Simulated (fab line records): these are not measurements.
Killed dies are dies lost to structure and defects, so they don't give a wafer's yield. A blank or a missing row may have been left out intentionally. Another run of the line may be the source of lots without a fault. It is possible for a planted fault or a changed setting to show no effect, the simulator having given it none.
Problem report in the 8D (eight disciplines) form, filled by code    flow gf180mcu    the parts of the form that need people (team, actions taken, sign-off) are left out

== 1. PROBLEM STATEMENT ==
Across 6 wafers from 2 lots, PSD_TW at GF_PSD_TW_MEAS_11 averages 2720, while fault-free wafers read 3187 with a standard deviation of 27. Relative to the usual mean, that is a shift of -17 standard deviations.
The first sign was on wafer L842.1 at day 18 10:40, on filmMetro-02. The record holds 33 wafers of 11 lots with a number at this step. Rule for "out", or "out of limits": more than 4 standard deviations from the usual mean. The other wafers with a number count as sound.

== 2. WHAT THIS IS AND IS NOT ==
question                     is                          is not
which readings at this step  PSD_TW                      -
which lots                   L842, L845                  L835, L837, L839, L840, L841, L843, L844, L846, L851
which wafers of those lots   all that have a number      -
read on which gauges         filmMetro-01, filmMetro-02  filmMetro-04
when                         from day 18 10:40           up to then (15 sound wafers); but 12 sound wafers of L843, L844, L846, L851 came after

== 3. WHAT RULES OUT EACH SUSPECT ==
Counting: a tool at a process step up to the reading stays a suspect if it ran every lot that is out and no sound lot after the first of them.
- ruled out: the gauge at GF_PSD_TW_MEAS_11. The wafers that are out were read on 2 gauges (filmMetro-01, filmMetro-02).
- implanter-01 at GF_PSD_IMPLANT_09: kept. It ran every lot that is out, first L842 (day 18 10:25), and no sound lot after that; its last sound lot up to then is L840 (day 17 18:35). On those wafers its own readings are out: doseIonsCm2, faradayCurrentUA.
Remaining after the count: implanter-01 at GF_PSD_IMPLANT_09.

== 4. THE CAUSE (what the simulator had put in) ==
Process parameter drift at GF_PSD_IMPLANT_09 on implanter-01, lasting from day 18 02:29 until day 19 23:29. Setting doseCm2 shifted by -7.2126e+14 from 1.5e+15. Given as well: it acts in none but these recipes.
After counting, this tool was the only one left.

== 5. THE CHAIN OF EFFECTS, in route order ==
Each row: a reading where the mean over the struck wafers with a number is more than 3 standard deviations away from the usual. Readings are gone through only where the record gives a usual standard deviation; hours: the median, over the lots, of the time from a lot's start at the first step in this table giving one to that lot's start at this step; sigmas: the change measured in usual standard deviations.
hours  step               reading                 usual          on struck wafers  change       sigmas
0      GF_PSD_IMPLANT_09  doseIonsCm2             1.5002e+15     7.7872e+14        -7.2148e+14  -99 or more
0      GF_PSD_IMPLANT_09  endStationPressureTorr  1.18e-05 Torr  8.37e-06          -3.43e-06    -5.8
0      GF_PSD_IMPLANT_09  faradayCurrentUA        8256           4320              -3936        -25
0      GF_PSD_STRIP_10    oesProductAu            0.592 a.u.     0.639             +0.047       +11
0      GF_PSD_STRIP_10    stripTimeToEndpointS    16.50 s        14.52             -1.98        -46
0      GF_PSD_TW_MEAS_11  PSD_TW                  3187           2720              -467         -17
1      GF_PSD_RS_MEAS_15  PSD_RS                  108.69 ohm/sq  160.57            +51.88       +99 or more
Its process steps:
- GF_PSD_IMPLANT_09
- GF_PSD_STRIP_10: strips in O2/N2.
Later steps that measure or inspect, where all struck wafers having a row at the step show a number for every such reading and not one has moved that far: GF_PSD_RS_MEAS_14.

== 6. HOW IT WOULD HAVE BEEN CAUGHT EARLIER ==
The first out-of-limits reading at a measuring or inspecting step in this record came at day 18 10:40, 8 hours after the fault's start at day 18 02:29.
Tool's own readings at GF_PSD_IMPLANT_09, doseIonsCm2, faradayCurrentUA: out on all struck wafers the step has rows for; an alarm limit on them would have tripped on the first.
Lots out: 2; of these, L845 started GF_PSD_IMPLANT_09 on implanter-01 after day 18 10:40. A tool hold placed at that time would have kept it from harm.
